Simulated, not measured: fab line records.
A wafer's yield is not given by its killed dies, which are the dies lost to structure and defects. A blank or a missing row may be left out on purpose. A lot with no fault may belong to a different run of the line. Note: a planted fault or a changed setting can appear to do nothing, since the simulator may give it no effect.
The tool behind it: which one? / flow sky130 / 12 lots, 36 wafers sampled, at 5 steps of a route of 708

## WHAT THE GAUGES READ, wafer by wafer
The record holds no reading of a measuring or inspecting step that can be judged against a usual standard deviation.

## EACH LOT AND THE TOOL THAT RAN IT (in order: tool; ch and the chambers of the sampled wafers; start)
lot=L768; SKY_SPACER_CVD_00=lpcvd-02 ch 1, day 20 15:10; SKY_VIA4_ETCH_12=rie-diel-02 ch 0,1,2, day 41 03:07; SKY_METAL5_METAL_ETCH_15=rie-metal-01 ch 0,1, day 42 06:54; SKY_PAD_OPEN_STRIP_08=plasma-asher-01 ch 0,1, day 44 06:19; SKY_PAD_OPEN_PROBE_99=-
lot=L771; SKY_SPACER_CVD_00=lpcvd-02 ch 0, day 20 20:35; SKY_VIA4_ETCH_12=rie-diel-02 ch 0,1,3, day 41 06:37; SKY_METAL5_METAL_ETCH_15=rie-metal-02 ch 0,1, day 42 09:54; SKY_PAD_OPEN_STRIP_08=plasma-asher-01 ch 0,1, day 44 08:40; SKY_PAD_OPEN_PROBE_99=prober-02, day 44 10:55
lot=L772; SKY_SPACER_CVD_00=lpcvd-02 ch 0, day 21 09:55; SKY_VIA4_ETCH_12=rie-diel-02 ch 0,2,3, day 41 17:16; SKY_METAL5_METAL_ETCH_15=rie-metal-02 ch 0,1, day 42 19:39; SKY_PAD_OPEN_STRIP_08=plasma-asher-04 ch 0,1, day 44 16:52; SKY_PAD_OPEN_PROBE_99=prober-01, day 44 19:08
lot=L780; SKY_SPACER_CVD_00=lpcvd-02 ch 0, day 23 18:26; SKY_VIA4_ETCH_12=rie-diel-02 ch 0,1, day 43 16:25; SKY_METAL5_METAL_ETCH_15=rie-metal-01 ch 0, day 44 16:04; SKY_PAD_OPEN_STRIP_08=plasma-asher-04 ch 0,1, day 46 08:05; SKY_PAD_OPEN_PROBE_99=-
lot=L783; SKY_SPACER_CVD_00=lpcvd-02 ch 1, day 24 13:41; SKY_VIA4_ETCH_12=rie-diel-03 ch 0,2,3, day 44 09:26; SKY_METAL5_METAL_ETCH_15=rie-metal-02 ch 0,1, day 45 07:06; SKY_PAD_OPEN_STRIP_08=plasma-asher-04 ch 0,1, day 46 21:38; SKY_PAD_OPEN_PROBE_99=-
lot=L784; SKY_SPACER_CVD_00=lpcvd-02 ch 0, day 25 04:42; SKY_VIA4_ETCH_12=rie-diel-03 ch 0,1,2, day 44 19:46; SKY_METAL5_METAL_ETCH_15=rie-metal-03 ch 0,1, day 45 17:20; SKY_PAD_OPEN_STRIP_08=plasma-asher-04 ch 0,1, day 47 07:13; SKY_PAD_OPEN_PROBE_99=-
lot=L785; SKY_SPACER_CVD_00=lpcvd-02 ch 0, day 25 13:50; SKY_VIA4_ETCH_12=rie-diel-03 ch 1,2, day 45 00:44; SKY_METAL5_METAL_ETCH_15=rie-metal-02 ch 0,1, day 45 22:02; SKY_PAD_OPEN_STRIP_08=plasma-asher-04 ch 0,1, day 47 10:29; SKY_PAD_OPEN_PROBE_99=-
lot=L788; SKY_SPACER_CVD_00=lpcvd-02 ch 0, day 33 19:14; SKY_VIA4_ETCH_12=rie-diel-03 ch 0,1,3, day 50 08:06; SKY_METAL5_METAL_ETCH_15=rie-metal-01 ch 0,1, day 51 03:14; SKY_PAD_OPEN_STRIP_08=plasma-asher-03 ch 0,1, day 52 12:37; SKY_PAD_OPEN_PROBE_99=-
lot=L786; SKY_SPACER_CVD_00=lpcvd-02 ch 0, day 33 23:09; SKY_VIA4_ETCH_12=rie-diel-04 ch 1,3, day 50 10:03; SKY_METAL5_METAL_ETCH_15=rie-metal-03 ch 1, day 51 04:50; SKY_PAD_OPEN_STRIP_08=plasma-asher-01 ch 0,1, day 52 14:24; SKY_PAD_OPEN_PROBE_99=-
lot=L787; SKY_SPACER_CVD_00=lpcvd-02 ch 1, day 34 01:43; SKY_VIA4_ETCH_12=rie-diel-03 ch 0,1,3, day 50 10:34; SKY_METAL5_METAL_ETCH_15=rie-metal-01 ch 0,1, day 51 05:39; SKY_PAD_OPEN_STRIP_08=plasma-asher-04 ch 0,1, day 52 14:51; SKY_PAD_OPEN_PROBE_99=-
lot=L790; SKY_SPACER_CVD_00=lpcvd-02 ch 1, day 34 02:56; SKY_VIA4_ETCH_12=rie-diel-02 ch 1,2, day 50 11:20; SKY_METAL5_METAL_ETCH_15=rie-metal-03 ch 0, day 51 06:39; SKY_PAD_OPEN_STRIP_08=plasma-asher-03 ch 0,1, day 52 15:12; SKY_PAD_OPEN_PROBE_99=-
lot=L791; SKY_SPACER_CVD_00=lpcvd-02 ch 1, day 34 04:08; SKY_VIA4_ETCH_12=rie-diel-02 ch 0,3, day 50 12:04; SKY_METAL5_METAL_ETCH_15=rie-metal-03 ch 0,1, day 51 07:28; SKY_PAD_OPEN_STRIP_08=plasma-asher-03 ch 0,1, day 52 16:25; SKY_PAD_OPEN_PROBE_99=-
- SKY_SPACER_CVD_00: deposits Si3N4 from DCS/NH3, target thk 43.1 nm, time 740 s.
- SKY_VIA4_ETCH_12: etches SiO2 in C4F8/O2/Ar, stops on TiN, target depth 580 nm.
- SKY_METAL5_METAL_ETCH_15: etches the open film in Cl2/BCl3, stops on SiO2, target depth 1260 nm, time 252 s.
- SKY_PAD_OPEN_STRIP_08: strips in O2/N2.
- SKY_PAD_OPEN_PROBE_99

## AS READ BY THE TOOLS THEMSELVES (means over the sampled wafers that have a number; for cases with no such wafer, the mark the record gives instead)
SKY_SPACER_CVD_00. Usual: pressure-mtorr 249.9 mTorr, standard deviation 0.54; zone-power-lower-pct 12.2 %, standard deviation 1.1.
lot=L768; tool=lpcvd-02; pressure-mtorr (mTorr)=249.1; zone-power-lower-pct (%)=11.2; flag=
lot=L771; tool=lpcvd-02; pressure-mtorr (mTorr)=250.4; zone-power-lower-pct (%)=13.2; flag=
lot=L772; tool=lpcvd-02; pressure-mtorr (mTorr)=249.5; zone-power-lower-pct (%)=13.3; flag=
lot=L780; tool=lpcvd-02; pressure-mtorr (mTorr)=249.9; zone-power-lower-pct (%)=13.4; flag=
lot=L783; tool=lpcvd-02; pressure-mtorr (mTorr)=250.0; zone-power-lower-pct (%)=11.0; flag=
lot=L784; tool=lpcvd-02; pressure-mtorr (mTorr)=250.7; zone-power-lower-pct (%)=13.1; flag=
lot=L785; tool=lpcvd-02; pressure-mtorr (mTorr)=250.1; zone-power-lower-pct (%)=13.2; flag=
lot=L788; tool=lpcvd-02; pressure-mtorr (mTorr)=250.6; zone-power-lower-pct (%)=13.2; flag=
lot=L786; tool=lpcvd-02; pressure-mtorr (mTorr)=249.6; zone-power-lower-pct (%)=13.3; flag=
lot=L787; tool=lpcvd-02; pressure-mtorr (mTorr)=249.2; zone-power-lower-pct (%)=10.9; flag=
lot=L790; tool=lpcvd-02; pressure-mtorr (mTorr)=249.6; zone-power-lower-pct (%)=11.0; flag=
lot=L791; tool=lpcvd-02; pressure-mtorr (mTorr)=249.8; zone-power-lower-pct (%)=11.0; flag=

SKY_VIA4_ETCH_12. Usual: oes-product-au reads 0.926 a.u. (standard deviation 0.0043).
lot=L768; tool=rie-diel-02; oes-product-au (a.u.)=0.925; flag=
lot=L771; tool=rie-diel-02; oes-product-au (a.u.)=0.923; flag=
lot=L772; tool=rie-diel-02; oes-product-au (a.u.)=0.924; flag=
lot=L780; tool=rie-diel-02; oes-product-au (a.u.)=0.924; flag=
lot=L783; tool=rie-diel-03; oes-product-au (a.u.)=0.927; flag=
lot=L784; tool=rie-diel-03; oes-product-au (a.u.)=0.928; flag=
lot=L785; tool=rie-diel-03; oes-product-au (a.u.)=0.924; flag=
lot=L788; tool=rie-diel-03; oes-product-au (a.u.)=0.924; flag=
lot=L786; tool=rie-diel-04; oes-product-au (a.u.)=0.924; flag=
lot=L787; tool=rie-diel-03; oes-product-au (a.u.)=0.928; flag=
lot=L790; tool=rie-diel-02; oes-product-au (a.u.)=0.925; flag=
lot=L791; tool=rie-diel-02; oes-product-au (a.u.)=0.925; flag=

SKY_METAL5_METAL_ETCH_15. Usual: drypump-motor-current-A 5.8 A, standard deviation 0.47; oes-product-au 0.894 a.u., standard deviation 0.0054; throttle-valve-pct 22.263 %, standard deviation 0.0087.
lot=L768; tool=rie-metal-01; drypump-motor-current-A (A)=5.4; oes-product-au (a.u.)=0.892; throttle-valve-pct (%)=22.264; flag=
lot=L771; tool=rie-metal-02; drypump-motor-current-A (A)=6.4; oes-product-au (a.u.)=0.895; throttle-valve-pct (%)=22.262; flag=
lot=L772; tool=rie-metal-02; drypump-motor-current-A (A)=6.3; oes-product-au (a.u.)=0.893; throttle-valve-pct (%)=22.268; flag=
lot=L780; tool=rie-metal-01; drypump-motor-current-A (A)=5.7; oes-product-au (a.u.)=0.893; throttle-valve-pct (%)=22.258; flag=
lot=L783; tool=rie-metal-02; drypump-motor-current-A (A)=6.2; oes-product-au (a.u.)=0.896; throttle-valve-pct (%)=22.264; flag=
lot=L784; tool=rie-metal-03; drypump-motor-current-A (A)=5.3; oes-product-au (a.u.)=0.898; throttle-valve-pct (%)=22.265; flag=
lot=L785; tool=rie-metal-02; drypump-motor-current-A (A)=6.4; oes-product-au (a.u.)=0.893; throttle-valve-pct (%)=22.259; flag=
lot=L788; tool=rie-metal-01; drypump-motor-current-A (A)=5.4; oes-product-au (a.u.)=0.895; throttle-valve-pct (%)=22.275; flag=
lot=L786; tool=rie-metal-03; drypump-motor-current-A (A)=5.6; oes-product-au (a.u.)=0.894; throttle-valve-pct (%)=22.265; flag=
lot=L787; tool=rie-metal-01; drypump-motor-current-A (A)=5.4; oes-product-au (a.u.)=0.897; throttle-valve-pct (%)=22.263; flag=
lot=L790; tool=rie-metal-03; drypump-motor-current-A (A)=5.1; oes-product-au (a.u.)=0.892; throttle-valve-pct (%)=22.262; flag=
lot=L791; tool=rie-metal-03; drypump-motor-current-A (A)=5.4; oes-product-au (a.u.)=0.896; throttle-valve-pct (%)=22.266; flag=

SKY_PAD_OPEN_STRIP_08. Usual: drypump-motor-current-A 5.7 A, standard deviation 0.32; oes-product-au 0.663 a.u., standard deviation 0.0045; strip-time-to-endpoint-s 37.04 s, standard deviation 0.13.
lot=L768; tool=plasma-asher-01; drypump-motor-current-A (A)=5.5; oes-product-au (a.u.)=0.664; strip-time-to-endpoint-s (s)=37.11; flag=
lot=L771; tool=plasma-asher-01; drypump-motor-current-A (A)=5.5; oes-product-au (a.u.)=0.665; strip-time-to-endpoint-s (s)=36.97; flag=
lot=L772; tool=plasma-asher-04; drypump-motor-current-A (A)=5.7; oes-product-au (a.u.)=0.664; strip-time-to-endpoint-s (s)=37.05; flag=
lot=L780; tool=plasma-asher-04; drypump-motor-current-A (A)=5.7; oes-product-au (a.u.)=0.663; strip-time-to-endpoint-s (s)=37.05; flag=
lot=L783; tool=plasma-asher-04; drypump-motor-current-A (A)=5.7; oes-product-au (a.u.)=0.666; strip-time-to-endpoint-s (s)=37.13; flag=
lot=L784; tool=plasma-asher-04; drypump-motor-current-A (A)=5.7; oes-product-au (a.u.)=0.659; strip-time-to-endpoint-s (s)=36.89; flag=
lot=L785; tool=plasma-asher-04; drypump-motor-current-A (A)=5.7; oes-product-au (a.u.)=0.662; strip-time-to-endpoint-s (s)=36.91; flag=
lot=L788; tool=plasma-asher-03; drypump-motor-current-A (A)=5.9; oes-product-au (a.u.)=0.665; strip-time-to-endpoint-s (s)=37.14; flag=
lot=L786; tool=plasma-asher-01; drypump-motor-current-A (A)=5.8; oes-product-au (a.u.)=0.661; strip-time-to-endpoint-s (s)=37.22; flag=
lot=L787; tool=plasma-asher-04; drypump-motor-current-A (A)=5.8; oes-product-au (a.u.)=0.667; strip-time-to-endpoint-s (s)=36.99; flag=
lot=L790; tool=plasma-asher-03; drypump-motor-current-A (A)=6.0; oes-product-au (a.u.)=0.663; strip-time-to-endpoint-s (s)=36.87; flag=
lot=L791; tool=plasma-asher-03; drypump-motor-current-A (A)=6.1; oes-product-au (a.u.)=0.662; strip-time-to-endpoint-s (s)=37.41; flag=

SKY_PAD_OPEN_PROBE_99. Usual: killed_at_M0_to_M3 43, standard deviation 7; killed_at_M4_up 2.7, standard deviation 1.6; killed-at-contacts 24, standard deviation 5.3; killed-at-front-end 16, standard deviation 4.6; killed-at-other 0.3, standard deviation 0.53; killed-dies 86, standard deviation 9.3; killed-open 47, standard deviation 6.9; killed-short 38, standard deviation 6.1.
lot=L771 tool=prober-02 killed_at_M0_to_M3=45 killed_at_M4_up=3.0 killed-at-contacts=22 killed-at-front-end=39 killed-at-other=0.3 killed-dies=109 killed-open=41 killed-short=39 flag=OFF
lot=L772 tool=prober-01 killed_at_M0_to_M3=46 killed_at_M4_up=3.0 killed-at-contacts=22 killed-at-front-end=45 killed-at-other=0.7 killed-dies=116 killed-open=46 killed-short=41 flag=OFF

## THE ANSWER, worked out from the rows above alone
Rule: a lot counts as off when the mean over its wafers that have a number is more than 3 standard deviations away from the usual mean. A lot without any number at a reading at which 4 lots or more have one is off too. Any other lot the step has rows for is counted as sound. Order of review: gauges by route order, followed by the tools' own readings, for which a lot's mean as printed above is used. The first step at which some lot is off is used, and at that step the reading that is off furthest; a lot without a number counts as furthest.
Off: L771, L772, at SKY_PAD_OPEN_PROBE_99 (killed-at-front-end). Neither off nor sound, because the step has no rows for them: L768, L780, L783, L784, L785, L788, L786, L787, L790, L791.
A tool fits if, at that step or a process step before it, it ran every lot that is off, and no sound lot after the first of them. Can't be told from this: 3 tools fit, lpcvd-02 at SKY_SPACER_CVD_00, rie-diel-02 at SKY_VIA4_ETCH_12, rie-metal-02 at SKY_METAL5_METAL_ETCH_15.

## WHAT WAS PUT IN BY THE SIMULATOR
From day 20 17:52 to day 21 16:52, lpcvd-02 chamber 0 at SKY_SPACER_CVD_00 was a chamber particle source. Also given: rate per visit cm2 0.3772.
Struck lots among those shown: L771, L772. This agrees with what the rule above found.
